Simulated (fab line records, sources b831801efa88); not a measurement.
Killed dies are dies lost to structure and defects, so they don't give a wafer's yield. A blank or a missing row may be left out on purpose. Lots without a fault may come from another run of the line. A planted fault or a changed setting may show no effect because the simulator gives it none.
Chamber matching | flow sfq_line | SFQ_TRILAYER_I1_CMP_CMP_046 on cmp-02: 4 sister chambers
The step polishes SiO2. 18 wafers are shown with their chamber, then 8 later ones without.

WAFERS WITH THEIR CHAMBER
wafer  | chamber | motor_current_A (A) | time_to_endpoint_s (s) | edge_zone_pressure_frac
L275.1 | 3       | 9.4                 | 214                    | 1.004
L275.4 | 1       | 9.7                 | 220                    | 1.011
L275.6 | 2       | 8.7                 | 223                    | 0.996
L278.5 | 2       | 8.4                 | 214                    | 1.008
L278.6 | 3       | 9.6                 | 203                    | 0.997
L288.1 | 0       | 8.9                 | 203                    | 0.995
L288.2 | 3       | 9.4                 | 189                    | 0.987
L288.5 | 3       | 9.4                 | 194                    | 0.993
L291.1 | 0       | 8.7                 | 211                    | 1.008
L291.2 | 1       | 9.9                 | 217                    | 1.001
L291.5 | 2       | 8.3                 | 223                    | 1.000
L293.1 | 3       | 9.6                 | 192                    | 0.998
L293.5 | 0       | 8.2                 | 208                    | 1.002
L293.6 | 3       | 9.7                 | 203                    | 1.003
L294.1 | 3       | 10.1                | 200                    | 1.009
L294.4 | 2       | 8.5                 | 214                    | 1.000
L294.6 | 3       | 9.7                 | 207                    | 1.002
L295.3 | 2       | 8.1                 | 212                    | 0.988

SIGNATURES (means of the wafers above)
reading                 | chamber 0 | chamber 1 | chamber 2 | chamber 3 | scatter within a chamber
motor_current_A         | 8.600     | 9.800     | 8.400     | 9.613     | 0.249
time_to_endpoint_s      | 207.33    | 218.50    | 217.20    | 200.25    | 6.74
edge_zone_pressure_frac | 1.00167   | 1.00600   | 0.99840   | 0.99912   | 0.00697
Rule: a wafer's distance from a chamber is the root of the sum, over the readings, of the square of ((its reading less the chamber's mean) divided by the reading's scatter). The wafer belongs to the nearest chamber; if the next one is less than 2 further off, it can't be placed. The scatter: the root of (the sum of the squares of (reading less its chamber's mean) over the shown wafers, divided by (wafers less chambers)).

WAFERS WITHOUT THEIR CHAMBER
wafer  | motor_current_A (A) | time_to_endpoint_s (s) | edge_zone_pressure_frac
L295.1 | 8.8                 | 206                    | 0.993
L295.5 | 8.3                 | 223                    | 0.993
L297.2 | 9.3                 | 209                    | 0.992
L297.4 | 10.1                | 219                    | 1.005
L297.6 | 8.0                 | 217                    | 0.997
L298.3 | 8.6                 | 222                    | 0.998
L298.1 | 8.6                 | 217                    | 0.996
L298.5 | 8.0                 | 223                    | 1.000

WHICH CHAMBER EACH WENT THROUGH
wafer  | from the rows above               | in truth
L295.1 | can't be placed: 0 or 2 or 3      | 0
L295.5 | can't be placed: 2 or 0           | 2
L297.2 | can't be placed: 3 or 0 or 1 or 2 | 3
L297.4 | 1                                 | 1
L297.6 | can't be placed: 2 or 0           | 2
L298.3 | can't be placed: 2 or 0           | 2
L298.1 | can't be placed: 2 or 0           | 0
L298.5 | can't be placed: 2 or 0           | 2
Placed correctly: 1 of 8. Can't be placed from these rows: 7 (the true chamber is among the candidates in 7). Placed wrongly: 0.
